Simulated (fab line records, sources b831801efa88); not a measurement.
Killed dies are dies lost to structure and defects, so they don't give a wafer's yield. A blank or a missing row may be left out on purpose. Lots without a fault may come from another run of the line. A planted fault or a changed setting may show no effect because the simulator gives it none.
fab line records | flow sky130 | part 1 of 2: steps 1 to 24 of 35
record lots=5 wafers=15 last_day=48
route steps=708 shown SONOS_ONO@170 GATE_OXIDE@187 POLY_GATE@204
lots that met no fault: from a run of the same line without faults
start_h: hours from the record's first day to the start of the lot's first wafer shown | wait_h: hours since the lot's step before | " the same as in the row above | L1.1+2: a row that stands for several wafers | - no value, or no start given | * or withheld: withheld | < > ~ a bound
route shown NAME@n: a module of which the file shows steps, and the number in the route of the first | usual: mean/standard deviation of fault-free wafers | same: alike in all rows | chamber/n: place in a boat | sites: the reading at each site | _std_site: their standard deviation | _edge_site: outer sites' mean less inner sites' | radius_mm: how far each site lies from the wafer's centre | mask NAME#n: copy n | behind: the tool/chamber that last shaped the wafer | hold: why the lot was held/for how many hours/how that ended | device: the transistor (n, p or np) that didn't switch | end of line: the same wafers' tests at the end of the route | a step without rows: its recipe alone | killed: dies lost to structure and defects at the first sort, not the wafer's yield | map: a wafer's dies, x killed, . not, _ none there
set.NAME: the setting as run; set.NAME@STEP: as run at that earlier step | model.NAME: the simulator's own value behind a step, which no gauge read
lots at some steps of the route; a table a step, a row a wafer
services: from which hour (start_h, from the record's first day; less than 0 if before it) a tool's chamber was out of use, for how many hours, and why
## steps
# step SKY_SONOS_ONO_CVD_02
# recipe material=Si3N4 precursor=DCS/NH3 target_thk_nm=10.5 temp_c=770 time_s=180 pressure_mtorr=250
# usual spike_tc_upper_C=771.0/0.94
# columns lot.wafer tool chamber start_h wait_h spike_tc_upper_C
L082.1 lpcvd-02 0 316.58 0.1 770.7
L082.2 " 0 " " 770.7
L082.3 " 0 " " 771.7
L084.1 lpcvd-02 1 329.57 0.5 770.6
L084.2 " 1 " " 769.6
L084.4 " 1 " " 771.1
L086.1 lpcvd-02 1 344.91 0.5 769.9
L086.2 " 1 " " 769.2
L086.6 " 1 " " 770.1
L087.4 lpcvd-02 1 355.45 0.9 770.1
L087.5 " 1 " " 771.2
L087.6 " 1 " " 771.3
L088.1 lpcvd-02 1 358.48 0.9 770.6
L088.2 " 1 " " 769.9
L088.5 " 1 " " 770.3
# step SKY_SONOS_ONO_THK_MEAS_03
# recipe reads=Si3N4_of_SONOS_ONO_CVD_02
# usual SONOS_ONO_CVD_02_THK=10.55/0.12
# columns lot.wafer tool chamber start_h wait_h SONOS_ONO_CVD_02_THK[nm]
L082.1 film_metro-01 - 317.63 0.0 10.64
L082.2 " - " " 10.64
L082.3 " - " " 10.74
L084.1 film_metro-03 - 330.62 0.0 10.53
L084.2 " - " " 10.43
L084.4 " - " " 10.50
L086.1 film_metro-04 - 345.96 0.0 10.45
L086.2 " - " " 10.61
L086.6 " - " " 10.46
L087.4 film_metro-03 - 356.53 0.0 10.52
L087.5 " - " " 10.52
L087.6 " - " " 10.65
L088.1 film_metro-01 - 359.53 0.0 10.72
L088.2 " - " " 10.65
L088.5 " - " " 10.71
# step SKY_SONOS_ONO_CVD_04
# recipe material=SiO2 precursor=SiH4/N2O target_thk_nm=5.7199 temp_c=900 pressure_mtorr=400
# usual spike_tc_upper_C=899.9/1
# columns lot.wafer tool chamber start_h wait_h spike_tc_upper_C
L082.1 lpcvd-03 1 317.69 0.1 900.2
L082.2 " 1 " " 899.2
L082.3 " 1 " " 898.8
L084.1 lpcvd-03 0 330.68 0.1 898.6
L084.2 " 0 " " 899.1
L084.4 " 0 " " 900.2
L086.1 lpcvd-03 0 346.02 0.1 899.3
L086.2 " 0 " " 898.6
L086.6 " 0 " " 899.3
L087.4 lpcvd-03 0 356.56 0.0 900.9
L087.5 " 0 " " 898.9
L087.6 " 0 " " 901.2
L088.1 lpcvd-03 1 359.59 0.1 899.8
L088.2 " 1 " " 899.6
L088.5 " 1 " " 899.0
# step SKY_SONOS_ONO_THK_MEAS_05
# recipe reads=SiO2_of_SONOS_ONO_CVD_04
# usual SONOS_ONO_CVD_04_THK=5.76/0.12
# columns lot.wafer tool chamber start_h wait_h SONOS_ONO_CVD_04_THK[nm]
L082.1 film_metro-03 - 318.94 0.0 5.99
L082.2 " - " " 5.82
L082.3 " - " " 5.78
L084.1 film_metro-03 - 331.93 0.0 6.00
L084.2 " - " " 5.90
L084.4 " - " " 5.81
L086.1 film_metro-01 - 347.27 0.0 5.77
L086.2 " - " " 5.59
L086.6 " - " " 5.55
L087.4 film_metro-01 - 357.84 0.0 5.87
L087.5 " - " " 5.92
L087.6 " - " " 5.79
L088.1 film_metro-01 - 361.46 0.0 5.87
L088.2 " - " " 5.74
L088.5 " - " " 5.75
# step SKY_SONOS_ONO_DEHYDRATE_06
# recipe temp_c=200 time_s=60
# usual exhaust_pa=44.9/0.87 plate_temp_C=200.04/0.18
# columns lot.wafer tool chamber start_h wait_h exhaust_pa plate_temp_C
L082.1 litho_track-01 0 331.78 12.8 45.3 200.34
L082.2 " 0 " " 44.5 200.27
L082.3 " 0 " " 43.9 199.96
L084.1 litho_track-01 0 344.93 13.0 45.4 200.16
L084.2 " 0 " " 45.5 200.09
L084.4 " 0 " " 45.2 199.99
L086.1 litho_track-03 0 360.23 13.0 45.4 199.95
L086.2 " 0 " " 45.5 200.14
L086.6 " 0 " " 45.3 199.95
L087.4 litho_track-02 0 371.37 13.5 45.5 199.69
L087.5 " 0 " " 45.6 199.66
L087.6 " 0 " " 45.0 199.82
L088.1 litho_track-03 0 374.88 13.4 45.9 200.17
L088.2 " 0 " " 44.2 200.00
L088.5 " 0 " " 44.1 200.09
# step SKY_SONOS_ONO_HMDS_07
# recipe prime_time_s=60 prime_temp_c=120
# usual exhaust_pa=45.1/0.8
# columns lot.wafer tool chamber start_h wait_h exhaust_pa
L082.1 litho_track-01 0 331.93 0.1 44.1
L082.2 " 0 " " 43.1
L082.3 " 0 " " 44.2
L084.1 litho_track-01 0 345.08 0.1 46.0
L084.2 " 0 " " 44.2
L084.4 " 0 " " 45.8
L086.1 litho_track-03 0 360.38 0.1 45.1
L086.2 " 0 " " 46.1
L086.6 " 0 " " 45.4
L087.4 litho_track-02 0 371.52 0.1 44.4
L087.5 " 0 " " 46.4
L087.6 " 0 " " 45.0
L088.1 litho_track-03 0 375.03 0.1 44.7
L088.2 " 0 " " 44.6
L088.5 " 0 " " 44.7
# step SKY_SONOS_ONO_COAT_08
# recipe resist=NOVOLAK spin_rpm=3000 resist_thk_nm=1140
# usual exhaust_pa=44.9/0.87
# columns lot.wafer tool chamber start_h wait_h exhaust_pa
L082.1 litho_track-01 0 332.08 0.1 44.8
L082.2 " 0 " " 45.6
L082.3 " 0 " " 44.5
L084.1 litho_track-01 0 345.23 0.1 44.5
L084.2 " 0 " " 45.3
L084.4 " 0 " " 45.1
L086.1 litho_track-03 0 360.53 0.1 44.0
L086.2 " 0 " " 45.5
L086.6 " 0 " " 44.2
L087.4 litho_track-02 0 371.67 0.1 46.8
L087.5 " 0 " " 45.3
L087.6 " 0 " " 45.3
L088.1 litho_track-03 0 375.18 0.1 46.2
L088.2 " 0 " " 45.2
L088.5 " 0 " " 46.4
# step SKY_SONOS_ONO_SOFTBAKE_09
# recipe temp_c=90 time_s=60 resist=NOVOLAK
# usual exhaust_pa=45.1/0.8 plate_temp_C=90.01/0.12
# columns lot.wafer tool chamber start_h wait_h exhaust_pa plate_temp_C
L082.1 litho_track-01 0 332.23 0.1 44.9 89.84
L082.2 " 0 " " 45.4 89.86
L082.3 " 0 " " 45.5 90.03
L084.1 litho_track-01 0 345.38 0.1 46.0 89.96
L084.2 " 0 " " 46.0 89.99
L084.4 " 0 " " 45.2 89.76
L086.1 litho_track-03 0 360.68 0.1 44.6 90.01
L086.2 " 0 " " 44.6 89.78
L086.6 " 0 " " 44.4 90.20
L087.4 litho_track-02 0 371.82 0.1 45.4 90.28
L087.5 " 0 " " 45.8 90.22
L087.6 " 0 " " 45.3 90.20
L088.1 litho_track-03 0 375.33 0.1 45.0 89.99
L088.2 " 0 " " 44.5 90.22
L088.5 " 0 " " 44.7 89.86
# step SKY_SONOS_ONO_EXPOSE_10
# recipe mask_id=ONOM target_cd_nm=410 na=0.6 source_shape=conventional sigma_outer=0.6 dose_mj=150
# usual stage_vel_mm_s=499.98/0.26
# columns lot.wafer tool chamber start_h wait_h mask stage_vel_mm_s
L082.1 iline_stepper-02 0 - - ONOM#0 500.13
L082.2 " 0 " " ONOM#0 500.26
L082.3 " 0 " " ONOM#0 500.43
L084.1 iline_stepper-01 0 - - ONOM#0 500.03
L084.2 " 0 " " ONOM#0 499.96
L084.4 " 0 " " ONOM#0 500.24
L086.1 iline_stepper-01 0 - - ONOM#0 499.48
L086.2 " 0 " " ONOM#0 499.80
L086.6 " 0 " " ONOM#0 499.88
L087.4 iline_stepper-02 0 - - ONOM#0 499.84
L087.5 " 0 " " ONOM#0 499.82
L087.6 " 0 " " ONOM#0 499.62
L088.1 iline_stepper-02 0 - - ONOM#0 499.75
L088.2 " 0 " " ONOM#0 499.70
L088.5 " 0 " " ONOM#0 499.59
# step SKY_SONOS_ONO_PEB_11
# recipe temp_c=withheld time_s=* resist=NOVOLAK
# usual exhaust_pa=45.0/1
# columns lot.wafer tool chamber start_h wait_h exhaust_pa
L082.1 litho_track-01 0 - - 45.2
L082.2 " 0 " " 44.2
L082.3 " 0 " " 45.2
L084.1 litho_track-01 0 - - 45.2
L084.2 " 0 " " 45.2
L084.4 " 0 " " 44.9
L086.1 litho_track-01 0 - - 45.7
L086.2 " 0 " " 45.4
L086.6 " 0 " " 47.0
L087.4 litho_track-01 0 - - 43.1
L087.5 " 0 " " 42.8
L087.6 " 0 " " 44.7
L088.1 litho_track-03 0 - - 45.6
L088.2 " 0 " " 44.9
L088.5 " 0 " " 43.7
# step SKY_SONOS_ONO_DEVELOP_12
# recipe develop_time_s=60 dev_temp_c=23
# usual developer_temp_C=23.01/0.087 exhaust_pa=45.1/0.91
# columns lot.wafer tool chamber start_h wait_h developer_temp_C exhaust_pa
L082.1 litho_track-01 0 345.68 0.1 23.04 44.9
L082.2 " 0 " " 23.01 45.6
L082.3 " 0 " " 23.00 46.9
L084.1 litho_track-01 0 358.98 0.1 23.03 46.0
L084.2 " 0 " " 23.01 44.7
L084.4 " 0 " " 23.04 45.7
L086.1 litho_track-01 0 374.53 0.1 23.00 45.6
L086.2 " 0 " " 23.15 45.0
L086.6 " 0 " " 22.97 43.6
L087.4 litho_track-01 0 386.41 0.1 22.94 44.8
L087.5 " 0 " " 22.97 45.5
L087.6 " 0 " " 22.96 43.5
L088.1 litho_track-03 0 389.68 0.1 23.03 43.0
L088.2 " 0 " " 23.01 45.1
L088.5 " 0 " " 23.04 43.8
# step SKY_SONOS_ONO_CD_MEAS_13
# recipe target_cd_nm=410
# usual cd_nm=410.1/1.9
# columns lot.wafer tool chamber start_h wait_h cd_nm
L082.1 cd_sem-02 - 345.89 0.2 407.5
L082.2 " - " " 408.0
L082.3 " - " " 411.6
L084.1 cd_sem-02 - 359.13 0.1 410.1
L084.2 " - " " 410.6
L084.4 " - " " 412.0
L086.1 cd_sem-01 - 374.68 0.1 409.2
L086.2 " - " " 409.6
L086.6 " - " " 408.1
L087.4 cd_sem-02 - 386.54 0.1 412.0
L087.5 " - " " 407.9
L087.6 " - " " 409.8
L088.1 cd_sem-02 - 389.83 0.1 408.9
L088.2 " - " " 410.5
L088.5 " - " " 407.8
# step SKY_SONOS_ONO_OVL_MEAS_14
# usual SONOS_ONO_OVL=1.4/1.4
# columns lot.wafer tool chamber start_h wait_h SONOS_ONO_OVL[nm]
L082.1 overlay-02 - 346.01 0.1 1.0
L082.2 " - " " 1.0
L082.3 " - " " 0.3
L084.1 overlay-01 - 359.25 0.1 1.9
L084.2 " - " " 2.9
L084.4 " - " " 3.3
L086.1 overlay-01 - 374.80 0.1 4.6
L086.2 " - " " 4.4
L086.6 " - " " 3.6
L087.4 overlay-01 - 386.62 0.1 -0.2
L087.5 " - " " 0.3
L087.6 " - " " 0.8
L088.1 overlay-01 - 389.95 0.1 1.3
L088.2 " - " " 2.7
L088.5 " - " " 1.1
# step SKY_SONOS_ONO_ETCH_15
# recipe target_depth_nm=19.52 chemistry=CHF3/O2 source_w=600 bias_w=200 pressure_mtorr=40 chf3_flow_sccm=50 O2_flow_sccm=5 time_s=7.8
# usual bias_w=200.0/0.61 drypump_motor_current_A=5.8/0.39 oes_product_au=0.993/0.011 throttle_valve_pct=8.823/0.01
# columns lot.wafer tool chamber start_h wait_h bias_w drypump_motor_current_A oes_product_au rf_hours_counter_h throttle_valve_pct
L082.1 rie_diel-01 0 346.04 0.0 199.5 5.5 0.994 116 8.825
L082.2 " 3 " " 200.3 6.0 0.993 11 8.829
L082.3 " 1 " " 201.0 6.3 0.992 76 8.824
L084.1 rie_diel-03 1 359.29 0.0 199.5 5.6 0.999 33 8.834
L084.2 " 2 " " 199.4 4.8 1.005 96 8.828
L084.4 " 0 " " 200.1 6.3 1.011 5 8.842
L086.1 rie_diel-02 1 374.84 0.0 200.2 5.9 0.980 8 8.824
L086.2 " 0 " " 200.4 6.2 0.969 93 8.806
L086.6 " 3 " " 199.4 5.3 0.971 - 8.813
L087.4 rie_diel-01 2 386.64 0.0 199.8 5.5 0.993 71 8.841
L087.5 " 0 " " 198.8 5.5 1.012 - 8.828
L087.6 " 3 " " 199.1 6.0 0.994 - 8.818
L088.1 rie_diel-01 1 389.99 0.0 199.7 6.3 0.994 77 8.821
L088.2 " 2 " " 200.2 5.4 0.990 71 8.801
L088.5 " 0 " " 199.6 5.5 1.013 - 8.816
# step SKY_SONOS_ONO_WET_ETCH_16
# recipe chemistry=dHF target_depth_nm=14 dry=n2_spin target=SiO2 dilution=100:1 temp_c=25 time_s=276.5
# columns lot.wafer tool chamber start_h wait_h
L082.1+2+3 wet_bench-02 2 346.06 0.0
L084.1+2+4 wet_bench-02 3 359.31 0.0
L086.1+2+6 wet_bench-03 0 374.86 0.0
L087.4+5+6 wet_bench-03 0 386.66 0.0
L088.1+2+5 wet_bench-03 0 390.01 0.0
# step SKY_SONOS_ONO_STRIP_17
# recipe chemistry=O2/N2 power_w=1400 pressure_mtorr=1500 platen_temp_c=withheld o2_flow_sccm=3000 n2_flow_sccm=300 overash_fraction=0.5
# usual drypump_motor_current_A=5.8/0.34 oes_product_au=0.710/0.0047 strip_time_to_endpoint_s=14.12/0.044
# columns lot.wafer tool chamber start_h wait_h drypump_motor_current_A oes_product_au rf_hours_counter_h strip_time_to_endpoint_s
L082.1 plasma_asher-02 1 346.16 0.0 6.0 0.712 23 14.12
L082.2 " 0 " " 5.5 0.706 23 14.13
L082.3 " 0 " " 5.5 0.710 - 14.15
L084.1 plasma_asher-02 1 359.40 0.0 6.0 0.709 25 14.15
L084.2 " 0 " " 5.5 0.706 25 14.18
L084.4 " 1 " " 5.9 0.709 - 14.18
L086.1 plasma_asher-01 0 375.05 0.0 6.0 0.705 51 14.11
L086.2 " 1 " " 5.6 0.706 51 14.09
L086.6 " 0 " " 6.0 0.707 - 14.10
L087.4 plasma_asher-01 0 386.87 0.0 5.9 0.714 - 14.10
L087.5 " 1 " " 5.6 0.710 - 14.06
L087.6 " 0 " " 5.9 0.714 - 14.10
L088.1 plasma_asher-01 1 390.18 0.0 5.6 0.716 53 14.09
L088.2 " 0 " " 5.9 0.718 53 14.13
L088.5 " 0 " " 5.9 0.709 - 14.09
# step SKY_SONOS_ONO_WET_ETCH_18
# recipe chemistry=H3PO4 target_depth_nm=15 target=Si3N4 temp_c=160 time_s=172
# columns lot.wafer tool chamber start_h wait_h
L082.1+2+3 wet_bench-03 3 346.26 0.1
L084.1+2+4 wet_bench-01 0 359.50 0.1
L086.1+2+6 wet_bench-01 2 375.15 0.1
L087.4+5+6 wet_bench-02 0 386.93 0.0
L088.1+2+5 wet_bench-02 2 390.28 0.1
# step SKY_GATE_OXIDE_CLEAN_00
# recipe chemistry=SC1/SC2 mix=1:4:20 temp_c=70 time_s=150 dry=n2_spin
# columns lot.wafer tool chamber start_h wait_h
L082.1+2+3 wet_bench-02 2 346.31 0.0
L084.1+2+4 wet_bench-03 1 359.55 0.0
L086.1+2+6 wet_bench-02 0 375.21 0.0
L087.4+5+6 wet_bench-01 3 386.99 0.0
L088.1+2+5 wet_bench-01 2 390.34 0.0
# step SKY_GATE_OXIDE_OXIDATION_01
# recipe temp_c=900 ambient=O2 stabilise_s=600 purge_s=300 target_thk_a=102.68 ox_time_s=1473
# usual ox_temp_c=899.9/0.42 spike_tc_upper_C=900.6/0.91 tube_center_temp_C=900/0.087
# same stabilise_s=600
# columns lot.wafer tool chamber start_h wait_h ox_temp_c spike_tc_upper_C tube_center_temp_C
L082.1 furnace-02 0 347.16 0.8 899.6 900.9 900.11
L082.2 " 0 " " 900.4 901.0 900.14
L082.3 " 0 " " 899.6 901.0 900.01
L084.1 furnace-01 0 359.60 0.0 900.1 901.3 900.19
L084.2 " 0 " " 900.1 901.4 899.96
L084.4 " 0 " " 900.2 899.8 900.06
L086.1 furnace-02 0 376.38 1.1 900.1 902.0 900.15
L086.2 " 0 " " 900.1 900.8 899.99
L086.6 " 0 " " 900.4 899.9 899.95
L087.4 furnace-01 0 387.40 0.4 900.2 901.4 900.16
L087.5 " 0 " " 900.5 901.7 900.04
L087.6 " 0 " " 899.8 900.0 899.99
L088.1 furnace-02 0 392.59 2.2 900.1 901.5 899.93
L088.2 " 0 " " 900.1 900.5 900.05
L088.5 " 0 " " 899.8 901.6 899.87
# step SKY_GATE_OXIDE_THK_MEAS_02
# recipe reads=SiO2_of_GATE_OXIDE_OXIDATION_01
# usual GATE_OXIDE_OXIDATION_00_THK=10.18/0.23
# columns lot.wafer tool chamber start_h wait_h GATE_OXIDE_OXIDATION_00_THK[nm]
L082.1 film_metro-01 - 348.57 0.0 10.39
L082.2 " - " " 10.46
L082.3 " - " " 10.30
L084.1 film_metro-02 - 361.01 0.0 9.95
L084.2 " - " " 9.94
L084.4 " - " " 10.13
L086.1 film_metro-03 - 377.79 0.0 10.15
L086.2 " - " " 10.14
L086.6 " - " " 10.12
L087.4 film_metro-01 - 388.84 0.0 9.72
L087.5 " - " " 9.83
L087.6 " - " " 9.85
L088.1 film_metro-03 - 394.00 0.0 10.61
L088.2 " - " " 10.39
L088.5 " - " " 10.54
# step SKY_GATE_OXIDE_DEHYDRATE_03
# recipe temp_c=200 time_s=60
# usual exhaust_pa=45.1/0.85 plate_temp_C=199.99/0.17
# columns lot.wafer tool chamber start_h wait_h exhaust_pa plate_temp_C
L082.1 litho_track-01 0 361.53 13.0 44.2 200.24
L082.2 " 0 " " 43.8 200.04
L082.3 " 0 " " 45.4 200.18
L084.1 litho_track-04 0 374.53 13.5 45.4 199.93
L084.2 " 0 " " 44.0 199.84
L084.4 " 0 " " 43.7 200.17
L086.1 litho_track-01 0 391.93 14.1 44.3 200.05
L086.2 " 0 " " 45.8 200.14
L086.6 " 0 " " 45.5 199.96
L087.4 litho_track-01 0 402.71 13.9 45.0 200.09
L087.5 " 0 " " 45.3 199.99
L087.6 " 0 " " 46.3 199.93
L088.1 litho_track-04 0 407.63 13.6 43.2 199.96
L088.2 " 0 " " 45.0 199.94
L088.5 " 0 " " 44.9 200.04
# step SKY_GATE_OXIDE_HMDS_04
# recipe prime_time_s=60 prime_temp_c=120
# usual exhaust_pa=44.9/0.88
# columns lot.wafer tool chamber start_h wait_h exhaust_pa
L082.1 litho_track-01 0 361.68 0.1 45.2
L082.2 " 0 " " 45.3
L082.3 " 0 " " 45.4
L084.1 litho_track-04 0 374.68 0.1 43.3
L084.2 " 0 " " 43.8
L084.4 " 0 " " 43.7
L086.1 litho_track-01 0 392.08 0.1 46.0
L086.2 " 0 " " 44.8
L086.6 " 0 " " 44.1
L087.4 litho_track-01 0 402.86 0.1 43.6
L087.5 " 0 " " 44.2
L087.6 " 0 " " 44.9
L088.1 litho_track-04 0 407.78 0.1 43.5
L088.2 " 0 " " 43.4
L088.5 " 0 " " 44.7
# step SKY_GATE_OXIDE_COAT_05
# recipe resist=NOVOLAK spin_rpm=3000 resist_thk_nm=1140
# usual exhaust_pa=45.3/0.95
# columns lot.wafer tool chamber start_h wait_h exhaust_pa
L082.1 litho_track-01 0 361.83 0.1 44.4
L082.2 " 0 " " 43.2
L082.3 " 0 " " 43.2
L084.1 litho_track-04 0 374.83 0.1 45.7
L084.2 " 0 " " 47.0
L084.4 " 0 " " 45.5
L086.1 litho_track-01 0 392.23 0.1 45.5
L086.2 " 0 " " 46.1
L086.6 " 0 " " 45.5
L087.4 litho_track-01 0 403.01 0.1 44.3
L087.5 " 0 " " 46.0
L087.6 " 0 " " 45.8
L088.1 litho_track-04 0 407.93 0.1 44.9
L088.2 " 0 " " 45.2
L088.5 " 0 " " 44.3
# step SKY_GATE_OXIDE_SOFTBAKE_06
# recipe temp_c=90 time_s=60 resist=NOVOLAK
# usual exhaust_pa=45.0/0.96 plate_temp_C=90.01/0.13
# columns lot.wafer tool chamber start_h wait_h exhaust_pa plate_temp_C
L082.1 litho_track-01 0 361.98 0.1 45.5 90.12
L082.2 " 0 " " 43.6 90.10
L082.3 " 0 " " 44.8 90.05
L084.1 litho_track-04 0 374.98 0.1 45.2 89.81
L084.2 " 0 " " 44.2 89.88
L084.4 " 0 " " 43.9 89.96
L086.1 litho_track-01 0 392.38 0.1 46.8 90.08
L086.2 " 0 " " 45.2 90.18
L086.6 " 0 " " 46.3 90.05
L087.4 litho_track-01 0 403.16 0.1 44.9 90.03
L087.5 " 0 " " 46.6 89.99
L087.6 " 0 " " 45.7 90.15
L088.1 litho_track-04 0 408.08 0.1 44.6 90.09
L088.2 " 0 " " 44.6 89.97
L088.5 " 0 " " 44.7 90.06
